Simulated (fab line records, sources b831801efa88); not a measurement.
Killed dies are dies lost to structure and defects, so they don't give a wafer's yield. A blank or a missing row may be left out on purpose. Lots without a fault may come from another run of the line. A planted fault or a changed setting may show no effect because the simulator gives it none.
A struck lot beside a sound one | flow sky130 | 16 steps out of a route of 708
Sound: wafers L774.1, L774.3, L774.4. Struck: wafers L784.1, L784.3, L784.4. The cause comes at the end.
At each step with rows: each side's tool, then ch and its chambers, then its first start. Under that, the readings that differ: sound wafers | struck wafers | difference of the means | sigmas: that difference in standard deviations of wafers without a fault.
alike: readings whose means differ by less than 2 such deviations, and words and numbers that are the same on both sides. not compared: withheld readings, readings that some wafer has no value for, bounds like >300 that may hide the same value, and numbers for which the record gives no deviation and whose values overlap.
The two part at a step that has a row with sigmas, a row that says differs or no value, or rows on one side only. Numbers that don't overlap but have no deviation are shown without sigmas and don't part them. A reading that every wafer of one side lacks parts them only if that side has two wafers or more.

first, 5 steps without rows for these wafers: SKY_VIA4_COAT_06 (resist thk 1140 nm); SKY_VIA4_SOFTBAKE_07 (time 60 s); SKY_VIA4_EXPOSE_08 (exposes mask VIM4, target cd 800 nm); SKY_VIA4_PEB_09; SKY_VIA4_DEVELOP_10 (develop time 60 s).
SKY_VIA4_OVL_MEAS_11:
  sound on overlay-01, day 44 08:16; struck on overlay-02, day 47 02:02
  alike: VIA4_OVL
SKY_VIA4_ETCH_12: etches SiO2 in C4F8/O2/Ar, stops on TiN, target depth 580 nm.
  sound on rie_diel-01 ch 0,2,3, day 44 08:18; struck on rie_diel-03 ch 1,2,3, day 47 02:05
  alike: oes_product_au
SKY_VIA4_STRIP_13: strips in O2/N2.
  sound on plasma_asher-03 ch 0,1, day 44 08:22; struck on plasma_asher-04 ch 0,1, day 47 02:09
  alike: drypump_motor_current_A, oes_product_au, strip_time_to_endpoint_s
  not compared: rf_hours_counter_h
then, 3 steps without rows for these wafers: SKY_VIA4_STRIP_14 (strips in post etch residue remover, time 1200 s); SKY_VIA4_CLEAN_15 (cleans in IPA, time 180 s); SKY_VIA4_CLEAN_16 (cleans in O3/DIW).
SKY_VIA4_SPUTTER_17: material TiN, target thk 20 nm, time 80 s.
  sound on pvd_sputter-02, day 44 08:59; struck on pvd_sputter-01, day 47 02:47
  alike: throttle_valve_pct
SKY_VIA4_CVD_18: deposits W, target thk 505 nm, time 152.14 s.
  sound on cvd_w-01 ch 0,1, day 44 09:04; struck on cvd_w-01 ch 0,1, day 47 02:50
  no value came back on the struck wafers for chamber_pressure_Torr (Torr), heater_power_outer_w (W), heater_power_w (W); on the sound wafers chamber_pressure_Torr (Torr) reads 39.97 39.87 39.96
SKY_VIA4_RS_MEAS_19: measures by four-point-probe.
  sound on film_metro-04, day 44 09:13; struck on film_metro-03, day 47 02:59
  reading            | sound                | struck               | difference | sigmas
  VIA4_W_RS (ohm/sq) | 0.2283 0.2298 0.2265 | 58.832 58.940 58.119 | +58.402    | +99 or more
SKY_VIA4_THK_MEAS_20: measures by xrf.
  sound on film_metro-04, day 44 09:20; struck on film_metro-03, day 47 03:07
  not compared: VIA4_W_THK
SKY_VIA4_CMP_21: polishes, stops on SiO2, t overpolish 25 s, target thk 0 nm.
  sound on cmp-02 ch 0,2,3, day 44 09:26; struck on cmp-02 ch 0,1,3, day 47 03:10
  reading                | sound       | struck | difference | sigmas
  time_to_endpoint_s (s) | 123 111 122 | 5 4 1  | -115       | -27
  alike: motor_current_A

WHERE THEY PART
First at SKY_VIA4_CVD_18; last, within this record, at SKY_VIA4_CMP_21.

WHY: what the simulator had put in
Skipped step whole: cvd_w-01, from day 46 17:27 on, at SKY_VIA4_CVD_18. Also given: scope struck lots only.
